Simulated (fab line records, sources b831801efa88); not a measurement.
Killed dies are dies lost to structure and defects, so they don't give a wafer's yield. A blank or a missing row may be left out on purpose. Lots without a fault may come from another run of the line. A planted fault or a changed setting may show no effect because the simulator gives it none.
One fault seen from 2 desks | flow sky130 | each desk has only its own numbers; what lay behind them comes last

THE METROLOGY DESK
What the gauges read, lot by lot, whatever tool the lot ran on: means of the sampled wafers that have a number. A lot is out of limits, marked OUT, if its mean lies more than 4 standard deviations from the usual mean; the brackets give that distance.
Columns: A = FIELD_ISO_OXIDATION_01_THK at SKY_FIELD_ISO_THK_MEAS_23, usual 9.90 nm; B = DNWELL_TW at SKY_DNWELL_TW_MEAS_09, usual 1112; C = VT_ADJUST_LVTN_TW at SKY_VT_ADJUST_LVTN_TW_MEAS_10, usual 241.3
lot  | first seen here | A     | B    | C
L596 | day 2 17:17     | 9.82  | 1112 | 240.1
L597 | day 3 00:09     | 9.55  | 1115 | 240.3
L599 | day 3 10:03     | 10.07 | 1110 | 239.5
L600 | day 3 14:50     | 9.89  | 1110 | 231.7 (-5.4) OUT
L601 | day 3 21:22     | 9.72  | 1119 | 231.5 (-5.4) OUT
L605 | day 4 18:07     | 9.91  | 1123 | 240.1
L610 | day 5 19:20     | 10.17 | 1105 | 241.3
L612 | day 6 06:05     | 9.97  | 1108 | 240.8
L613 | day 6 11:26     | 10.02 | 1112 | 244.4
L614 | day 6 15:34     | 10.22 | 1107 | 243.6
L615 | day 6 22:48     | 10.05 | 1111 | 239.1
L616 | day 7 03:25     | 9.70  | 1113 | 239.8
L617 | day 7 09:02     | 10.14 | 1105 | 241.5
This desk's finding: out of limits on L600, L601; first on L600, day 8 15:59 (VT_ADJUST_LVTN_TW at SKY_VT_ADJUST_LVTN_TW_MEAS_10). In limits: L596, L597, L599, L605, L610, L612, L613, L614, L615, L616, L617.

THE TOOL OWNER'S DESK: implanter-02
The tool's own readings at SKY_VT_ADJUST_LVTN_IMPLANT_08: means of the sampled wafers that have a number, for each lot that ran on this tool. A lot is out of limits, marked OUT, if its mean lies more than 4 standard deviations from the usual mean; the brackets give that distance.
Columns: A = dose_ions_cm2 at SKY_VT_ADJUST_LVTN_IMPLANT_08, usual 1.5701e+12
lot  | first seen here | A
L596 | day 7 11:53     | 1.5701e+12
L597 | day 7 18:17     | 1.5695e+12
L600 | day 8 15:46     | 1.5722e+12
L601 | day 8 23:29     | 1.5707e+12
L610 | day 11 08:51    | 1.5710e+12
L613 | day 12 02:48    | 1.5716e+12
This desk's finding: nothing out of limits on any of the 6 lots.

PUT TOGETHER
The metrology desk could have raised an alarm at day 8 15:59, on L600, L601.
The tool owner's desk saw nothing out of limits.
The tool owner's desk has L600, L601 on record, within its limits.
Of the lots named, all ran SKY_VT_ADJUST_LVTN_IMPLANT_08 on implanter-02.

WHAT THE SIMULATOR HAD PUT IN
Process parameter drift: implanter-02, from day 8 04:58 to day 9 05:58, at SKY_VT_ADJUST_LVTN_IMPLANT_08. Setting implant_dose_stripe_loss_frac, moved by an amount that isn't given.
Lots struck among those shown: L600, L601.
Hours from the fault's start to each desk's first reading out of limits: the metrology desk, 11.
